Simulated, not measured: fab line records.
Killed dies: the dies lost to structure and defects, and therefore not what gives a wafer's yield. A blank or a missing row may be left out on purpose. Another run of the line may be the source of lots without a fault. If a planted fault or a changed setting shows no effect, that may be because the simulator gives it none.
The tool behind it: which one? | flow gf180mcu | 38 wafers from 13 lots sampled at 3 of the route's 602 steps

WHAT THE GAUGES READ, wafer by wafer
GF_V1_RS_MEAS_24: the measuring method here is four-point-probe.
lot  | measured     | on            | V1_W_RS (ohm/sq)
L630 | day 18 00:34 | film metro-02 | 0.323 0.325 0.326
L632 | day 18 13:11 | film metro-02 | 0.320 0.326 0.323
L634 | day 19 13:26 | film metro-02 | 0.333 0.319 0.335
L635 | day 20 01:02 | film metro-03 | 0.328 0.333 0.327
L636 | day 20 15:59 | film metro-02 | 0.329 0.324 0.325
L640 | day 21 23:43 | film metro-02 | 0.331 0.332
L641 | day 22 10:06 | film metro-02 | 0.320 0.320 0.330
L643 | day 22 23:29 | film metro-01 | 0.330 0.327 0.328
L646 | day 23 21:06 | film metro-01 | 0.332 0.329 0.330
L650 | day 24 22:41 | film metro-02 | 0.323 0.327 0.332
L651 | day 25 08:01 | film metro-01 | 0.328 0.330 0.328
L652 | day 25 16:20 | film metro-02 | 0.323 0.326 0.324
L653 | day 25 19:26 | film metro-01 | 0.329 0.319 0.327

GF_M2_RS_MEAS_05: the measuring method here is four-point-probe.
lot  | measured     | on            | M2_ALCU_RS (ohm/sq)
L630 | day 18 01:16 | film metro-04 | 0.0701 0.0682 0.0684
L632 | day 18 13:53 | film metro-01 | 0.0707 0.0698 0.0704
L634 | day 19 14:08 | film metro-01 | 0.0694 0.0699 0.0694
L635 | day 20 01:45 | film metro-04 | 0.0698 0.0697 0.0707
L636 | day 20 16:41 | film metro-03 | 0.0701 0.0703 0.0698
L640 | day 22 00:25 | film metro-03 | 0.0697 0.0692
L641 | day 22 10:49 | film metro-04 | 0.0691 0.0689 0.0700
L643 | day 23 00:11 | film metro-03 | 0.0693 0.0697 0.0694
L646 | day 23 21:59 | film metro-04 | 0.0704 0.0691 0.0711
L650 | day 24 23:23 | film metro-01 | 0.0700 0.0706 0.0715
L651 | day 25 08:43 | film metro-03 | 0.0703 0.0693 0.0693
L652 | day 25 17:02 | film metro-04 | 0.0704 0.0712 0.0694
L653 | day 25 20:08 | film metro-01 | 0.0693 0.0698 0.0696

EACH LOT AND THE TOOL THAT RAN IT (in order: tool; ch and the chambers of the sampled wafers; start)
lot  | GF_M2_SPUTTER_01
L630 | pvd sputter-01, day 18 01:08
L632 | pvd sputter-02, day 18 13:43
L634 | pvd sputter-03, day 19 14:01
L635 | pvd sputter-03, day 20 01:37
L636 | pvd sputter-02, day 20 16:34
L640 | pvd sputter-02, day 22 00:17
L641 | pvd sputter-01, day 22 10:38
L643 | pvd sputter-02, day 23 00:04
L646 | pvd sputter-03, day 23 21:52
L650 | pvd sputter-01, day 24 23:14
L651 | pvd sputter-01, day 25 08:34
L652 | pvd sputter-01, day 25 16:55
L653 | pvd sputter-03, day 25 19:58
- GF_M2_SPUTTER_01: material TiN, target thk 30 nm, time 25 s.

WHAT THE TOOLS THEMSELVES READ (means of the sampled wafers that have a number; where no wafer has one, the mark that the record gives instead)
GF_M2_SPUTTER_01.
lot  | tool           | throttle valve pct (%)
L630 | pvd sputter-01 | 29.8
L632 | pvd sputter-02 | 30.5
L634 | pvd sputter-03 | 29.6
L635 | pvd sputter-03 | 29.4
L636 | pvd sputter-02 | 30.5
L640 | pvd sputter-02 | 30.0
L641 | pvd sputter-01 | 30.5
L643 | pvd sputter-02 | 29.9
L646 | pvd sputter-03 | 30.0
L650 | pvd sputter-01 | 30.2
L651 | pvd sputter-01 | 30.2
L652 | pvd sputter-01 | 30.3
L653 | pvd sputter-03 | 29.9

THE ANSWER, worked out from the rows above alone
Rule: the usual values come from the lots themselves. Put in order of their means at a reading, lots are off if they are a third of the lots or fewer, leave a main group of 4 or more, and stand apart from it by a gap of 3 or more times the standard deviation of the main group's means; of several such gaps the widest counts. The tables above print the reading to a certain number of digits; a main group whose means all agree to those digits is not used. A lot without any number at a reading at which 4 lots or more have one is off too. All remaining lots with rows at the step are treated as sound. After the gauges, taken in route order, come the tools' own readings; for these a lot's mean is taken, as printed above. The first step at which some lot is off is used, and at that step the reading that is off furthest; a lot without a number counts as furthest.
None of the lots is off at any reading shown; this tells nothing.

WHAT THE SIMULATOR HAD PUT IN
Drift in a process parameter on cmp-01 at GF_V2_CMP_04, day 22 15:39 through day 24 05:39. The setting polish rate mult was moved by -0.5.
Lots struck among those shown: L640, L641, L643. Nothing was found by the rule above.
